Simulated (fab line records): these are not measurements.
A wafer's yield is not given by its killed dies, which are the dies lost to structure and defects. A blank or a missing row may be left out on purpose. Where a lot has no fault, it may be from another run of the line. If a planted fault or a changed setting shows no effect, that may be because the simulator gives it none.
What tool caused it?    flow sky130    6 lots with 18 wafers sampled at 3 steps, on a route of 708 steps

## WHAT THE GAUGES READ, wafer by wafer
SKY_POLY_GATE_THK_MEAS_01.
lot   measured      on             POLY_GATE_CVD_00_THK (nm)
L588  day 14 08:53  film metro-03  180.9 180.3 181.6
L591  day 16 02:47  film metro-02  180.9 179.2 180.9
L593  day 16 02:49  film metro-04  179.8 179.6 178.5
L595  day 17 15:23  film metro-04  180.0 178.7 178.9
L597  day 18 01:25  film metro-03  182.4 182.8 183.2
L599  day 18 22:00  film metro-03  181.6 181.0 179.5

## TOOL THAT RAN EACH LOT (tool first, then ch and the chambers of the sampled wafers, then the start)
lot   SKY_NWELL_STRIP_25                   SKY_POLY_GATE_CVD_00
L588  plasma asher-04 ch 0,1, day 5 14:50  lpcvd-01 ch 0, day 14 07:41
L591  plasma asher-04 ch 0,1, day 6 10:38  lpcvd-01 ch 1, day 16 00:59
L593  plasma asher-01 ch 0,1, day 6 19:08  lpcvd-01 ch 0, day 16 00:59
L595  plasma asher-04 ch 0,1, day 7 08:31  lpcvd-01 ch 0, day 17 14:11
L597  plasma asher-04 ch 0,1, day 7 20:37  lpcvd-01 ch 1, day 18 00:13
L599  plasma asher-01 ch 1, day 8 10:03    lpcvd-01 ch 0, day 18 20:48
- SKY_NWELL_STRIP_25: strips in O2/N2.
- SKY_POLY_GATE_CVD_00: deposits poly-Si, target thk 180 nm, time 720 s.

## THE ANSWER, worked out from the rows above alone
Rule: the lots themselves supply what counts as usual. Put in order of their means at a reading, lots are off if they are a third of the lots or fewer, leave a main group of 4 or more, and stand apart from it by a gap of 3 or more times the standard deviation of the main group's means; of several such gaps the widest counts. The tables above print the reading to a certain number of digits; a main group whose means all agree to those digits is not used. Also off: a lot with no number at a reading for which 4 or more lots have one. Any other lot the step has rows for is counted as sound.
Nothing can be told from this: no lot is off at any reading shown.

## WHAT THE SIMULATOR HAD PUT IN
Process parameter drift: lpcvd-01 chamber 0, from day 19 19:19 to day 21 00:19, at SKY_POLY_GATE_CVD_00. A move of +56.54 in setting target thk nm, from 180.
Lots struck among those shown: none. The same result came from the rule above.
